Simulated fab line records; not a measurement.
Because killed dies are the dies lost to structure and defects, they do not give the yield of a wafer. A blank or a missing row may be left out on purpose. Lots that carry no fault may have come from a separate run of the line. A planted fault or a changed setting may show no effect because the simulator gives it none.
Problem report in the 8D (eight disciplines) form, filled by code    flow sky130    the parts of the form that need people (team, actions taken, sign-off) are left out

== 1. PROBLEM STATEMENT ==
Wafers without a fault read 22.98 C, standard deviation 0.11; developer_temp_C at SKY_PAD_OPEN_DEVELOP_06 reads a mean of 23.91 C on 6 wafers belonging to 2 lots. Measured from the usual mean, that is +8.5 standard deviations.
The step: develop time 60 s.
First seen on wafer L168.1, day 48 14:00, on litho_track-04. Wafers with a number at this step in the record: 36, from 12 lots. By rule, "out" or "out of limits" means more than 4 standard deviations away from the usual mean. The rest of the wafers with a number are treated as sound.

== 2. WHAT IT IS; WHAT IT IS NOT ==
question                     is                      is not
which readings at this step  developer_temp_C        exhaust_pa
which lots                   L168, L170              L158, L161, L162, L163, L164, L166, L167, L169, L177, L179
which wafers of those lots   all that have a number  -
read on which tools          litho_track-04          litho_track-01, litho_track-02
when                         from day 48 14:00       up to then (21 sound wafers); but 9 sound wafers of L169, L177, L179 came after

== 3. THE SUSPECTS, EACH WITH WHAT RULES IT OUT ==
Counting: a tool at a process step up to the reading stays a suspect if it ran every lot that is out and no sound lot after the first of them.
- plasma_asher-01 at SKY_PASSIVATION_STRIP_12 (strips in O2/N2): ruled out as a lasting fault. Following L168 (day 47 20:05), the first lot on it that is out, the sound lots L177, L179 were run on it.
- litho_track-04 at SKY_PAD_OPEN_DEVELOP_06 (develop time 60 s): kept. All lots that are out passed through it, beginning with L168 at day 48 14:00, and no sound lot followed; its final sound lot before that point was L167 at day 48 13:00. On those wafers its own readings are out: developer_temp_C.
The count leaves litho_track-04 at SKY_PAD_OPEN_DEVELOP_06.

== 4. THE CAUSE (what the simulator had put in) ==
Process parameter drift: litho_track-04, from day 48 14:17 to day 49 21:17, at SKY_PAD_OPEN_DEVELOP_06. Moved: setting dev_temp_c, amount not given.
Counting left only this tool.

== 5. THE EFFECT CHAIN, in route order ==
Each row: a reading where the mean over the struck wafers with a number is more than 3 standard deviations away from the usual. Only readings whose record carries a usual standard deviation are examined. hours: median over the lots of the time between each lot's start at the first step of this table that gives one and its start at this step. sigmas: the change, counted in usual standard deviations.
hours  step                     reading           usual    on struck wafers  change  sigmas
0      SKY_PAD_OPEN_DEVELOP_06  developer_temp_C  22.98 C  23.91             +0.93   +8.5
It contains these process steps:
- SKY_PAD_OPEN_DEVELOP_06: develop time 60 s.

== 6. WHAT WOULD HAVE CAUGHT IT SOONER ==
In this record the first reading out of limits was taken at day 48 14:00.
